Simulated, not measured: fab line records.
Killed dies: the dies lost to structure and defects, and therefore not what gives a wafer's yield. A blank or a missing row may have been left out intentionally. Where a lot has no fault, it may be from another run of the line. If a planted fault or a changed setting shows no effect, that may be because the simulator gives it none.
Which of the tools did it? / flow sky130 / 6 lots with 18 wafers sampled at 5 steps, on a route of 708 steps

== WHAT THE GAUGES READ, wafer by wafer ==
SKY_CAPM_OVL_MEAS_12.
lot=L219; measured=day 37 19:07; on=overlay-02; CAPM_OVL (nm)=2.6 1.2 2.1
lot=L230; measured=day 41 09:05; on=overlay-01; CAPM_OVL (nm)=2.3 0.1 0.8
lot=L234; measured=day 42 06:07; on=overlay-01; CAPM_OVL (nm)=-1.5 -1.0 0.2
lot=L239; measured=day 43 21:34; on=overlay-01; CAPM_OVL (nm)=1.8 2.3 0.9
lot=L240; measured=day 44 03:28; on=overlay-02; CAPM_OVL (nm)=0.9 1.8 -1.1

== WHICH TOOL RAN EACH LOT (tool, then ch and the chambers of the sampled wafers, then the start) ==
lot=L219; SKY_VIA1_SPUTTER_20=pvd sputter-01, day 34 09:27; SKY_METAL2_SPUTTER_04=pvd sputter-03, day 34 10:10; SKY_VIA2_ETCH_15=rie diel-01 ch 1,3, day 36 15:54; SKY_VIA2_STRIP_16=plasma asher-01 ch 0,1, day 36 15:58
lot=L230; SKY_VIA1_SPUTTER_20=pvd sputter-01, day 38 03:37; SKY_METAL2_SPUTTER_04=pvd sputter-03, day 38 04:20; SKY_VIA2_ETCH_15=rie diel-03 ch 2,3, day 40 07:42; SKY_VIA2_STRIP_16=plasma asher-01 ch 0,1, day 40 07:48
lot=L232; SKY_VIA1_SPUTTER_20=pvd sputter-03, day 38 09:25; SKY_METAL2_SPUTTER_04=pvd sputter-02, day 38 10:08; SKY_VIA2_ETCH_15=rie diel-04 ch 0,1,3, day 40 13:37; SKY_VIA2_STRIP_16=plasma asher-02 ch 0, day 40 13:40
lot=L234; SKY_VIA1_SPUTTER_20=pvd sputter-03, day 39 01:23; SKY_METAL2_SPUTTER_04=pvd sputter-04, day 39 02:15; SKY_VIA2_ETCH_15=rie diel-01 ch 0,1,2, day 41 05:07; SKY_VIA2_STRIP_16=plasma asher-03 ch 0, day 41 05:10
lot=L239; SKY_VIA1_SPUTTER_20=pvd sputter-03, day 40 20:02; SKY_METAL2_SPUTTER_04=pvd sputter-02, day 40 20:46; SKY_VIA2_ETCH_15=rie diel-04 ch 0,1,2, day 42 21:49; SKY_VIA2_STRIP_16=plasma asher-01 ch 0,1, day 42 21:52
lot=L240; SKY_VIA1_SPUTTER_20=pvd sputter-01, day 41 02:20; SKY_METAL2_SPUTTER_04=pvd sputter-04, day 41 03:04; SKY_VIA2_ETCH_15=rie diel-03 ch 2,3, day 43 03:51; SKY_VIA2_STRIP_16=plasma asher-03 ch 1, day 43 03:55
- SKY_VIA1_SPUTTER_20: material TiN, target thk 20 nm, time 80 s.
- SKY_METAL2_SPUTTER_04: material TiN, target thk 70 nm, time 58.3 s.
- SKY_VIA2_ETCH_15: etches SiO2 in C4F8/O2/Ar, stops on TiN, target depth 546 nm, time 84 s.
- SKY_VIA2_STRIP_16: strips in O2/N2.

== THE ANSWER, worked out from the rows above alone ==
Rule: usual is defined by the lots themselves. Put in order of their means at a reading, lots are off if they are a third of the lots or fewer, leave a main group of 4 or more, and stand apart from it by a gap of 3 or more times the standard deviation of the main group's means; of several such gaps the widest counts. Not used: any main group whose means are identical at the precision the tables above print for the reading. Also off: a lot with no number at a reading for which 4 or more lots have one. The other lots that the step has rows for count as sound.
No lot is off at any reading shown: from this, nothing can be told.

== WHAT WAS PUT IN BY THE SIMULATOR ==
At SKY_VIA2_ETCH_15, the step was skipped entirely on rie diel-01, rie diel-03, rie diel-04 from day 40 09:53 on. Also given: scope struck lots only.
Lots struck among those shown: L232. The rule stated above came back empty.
